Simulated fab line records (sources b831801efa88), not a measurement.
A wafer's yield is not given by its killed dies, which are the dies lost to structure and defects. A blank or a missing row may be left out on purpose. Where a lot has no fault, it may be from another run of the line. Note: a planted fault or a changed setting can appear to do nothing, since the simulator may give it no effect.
A single fault, viewed from 2 desks || flow sky130 || only its own numbers are on each desk; what lay behind them is given at the end

METROLOGY DESK
What the gauges read, lot by lot, whatever tool the lot ran on: means of the sampled wafers that have a number. The brackets show how far a lot's mean lies from the usual mean; more than 4 standard deviations puts the lot out of limits, marked OUT.
Columns: A = LDD_N_OVL at SKY_LDD_N_OVL_MEAS_07, usual -0.9 nm
{"lot": "L423", "first seen here": "day 18 01:25", "A": 0.3}
{"lot": "L433", "first seen here": "day 21 15:25", "A": 0.1}
{"lot": "L434", "first seen here": "day 22 04:01", "A": 1.1}
{"lot": "L440", "first seen here": "day 24 03:25", "A": -1.2}
{"lot": "L442", "first seen here": "day 25 04:44", "A": -2.8}
{"lot": "L443", "first seen here": "day 25 05:31", "A": -1.3}
This desk's finding: nothing out of limits on any of the 6 lots.

DESK OF THE TOOL OWNER: implanter-01
For each lot that ran on this tool, the mean over its sampled wafers that have a number, from the tool's own readings at SKY_LDD_N_IMPLANT_14. The brackets show how far a lot's mean lies from the usual mean; more than 4 standard deviations puts the lot out of limits, marked OUT.
Columns: A = end_station_pressure_torr at SKY_LDD_N_IMPLANT_14, usual 5.02e-06 Torr; B = rotation_deg at SKY_LDD_N_IMPLANT_14, usual 180.01 degrees
{"lot": "L433", "first seen here": "day 21 16:21", "A": 5.10e-06, "B": "340.29 (+99 or more) OUT"}
{"lot": "L434", "first seen here": "day 22 04:57", "A": 4.83e-06, "B": "340.31 (+99 or more) OUT"}
{"lot": "L442", "first seen here": "day 25 05:40", "A": 5.15e-06, "B": 179.99}
This desk's verdict: out of limits on L433, L434, starting with L433 at day 21 16:21 (rotation_deg at SKY_LDD_N_IMPLANT_14). In limits: L442.

ALL TOGETHER
On L433, L434, at day 21 16:21, an alarm was possible from the tool owner's desk.
Nothing out of limits was seen by the metrology desk.
The metrology desk holds a record of L433, L434, inside its limits.
All the named lots went through SKY_LDD_N_IMPLANT_14 on implanter-01.

WHAT THE SIMULATOR HAD PUT IN
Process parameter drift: implanter-01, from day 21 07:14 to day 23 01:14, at SKY_LDD_N_IMPLANT_14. From 180, the setting rotation_deg moved by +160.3. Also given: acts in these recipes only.
Shown lots that were struck: L433, L434.
Hours from the fault's start to each desk's first reading out of limits: the tool owner's desk, 9.
